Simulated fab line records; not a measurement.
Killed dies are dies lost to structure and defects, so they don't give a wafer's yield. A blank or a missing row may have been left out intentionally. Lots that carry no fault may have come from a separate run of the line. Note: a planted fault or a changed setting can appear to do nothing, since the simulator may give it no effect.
Which tool is to blame? + flow sky130 + 36 wafers sampled from 12 lots at 1 step of a route of 708

## WHAT THE GAUGES READ, wafer by wafer
SKY_METAL2_THK_MEAS_06: measures by xrf.
| lot  | measured     | on           | METAL2_ALCU_THK (nm) |
|------|--------------|--------------|----------------------|
| L075 | day 34 23:15 | filmMetro-03 | 253.3 251.1 252.0    |
| L077 | day 35 18:02 | filmMetro-03 | 250.8 250.3 250.7    |
| L078 | day 36 02:41 | filmMetro-03 | 248.7 248.7 252.1    |
| L081 | day 36 23:09 | filmMetro-01 | 249.5 250.1 247.8    |
| L083 | day 37 16:19 | filmMetro-04 | 248.5 248.1 248.6    |
| L084 | day 38 01:44 | filmMetro-03 | 252.9 251.7 251.2    |
| L087 | day 39 03:00 | filmMetro-04 | 250.2 244.3 249.2    |
| L089 | day 39 23:31 | filmMetro-03 | 248.8 249.7 250.3    |
| L091 | day 40 18:08 | filmMetro-04 | 250.9 251.4 250.2    |
| L093 | day 41 05:34 | filmMetro-04 | 254.3 253.6 252.4    |
| L096 | day 41 11:02 | filmMetro-04 | 250.6 248.3 248.7    |
| L097 | day 41 18:13 | filmMetro-04 | 249.2 253.0 251.9    |

## WHICH TOOL RAN EACH LOT (tool, then ch and the chambers of the sampled wafers, then the start)
The record holds no process step before these readings.

## THE ANSWER, worked out from the rows above alone
Rule: the lots themselves supply what counts as usual. Put in order of their means at a reading, lots are off if they are a third of the lots or fewer, leave a main group of 4 or more, and stand apart from it by a gap of 3 or more times the standard deviation of the main group's means; of several such gaps the widest counts. If all means in a main group match to the digits the tables above print for the reading, that group is not used. Also off: a lot with no number at a reading for which 4 or more lots have one. Where the step has rows for the other lots, those lots are counted as sound.
Nothing can be told from this: no lot is off at any reading shown.

## WHAT THE SIMULATOR HAD INSERTED
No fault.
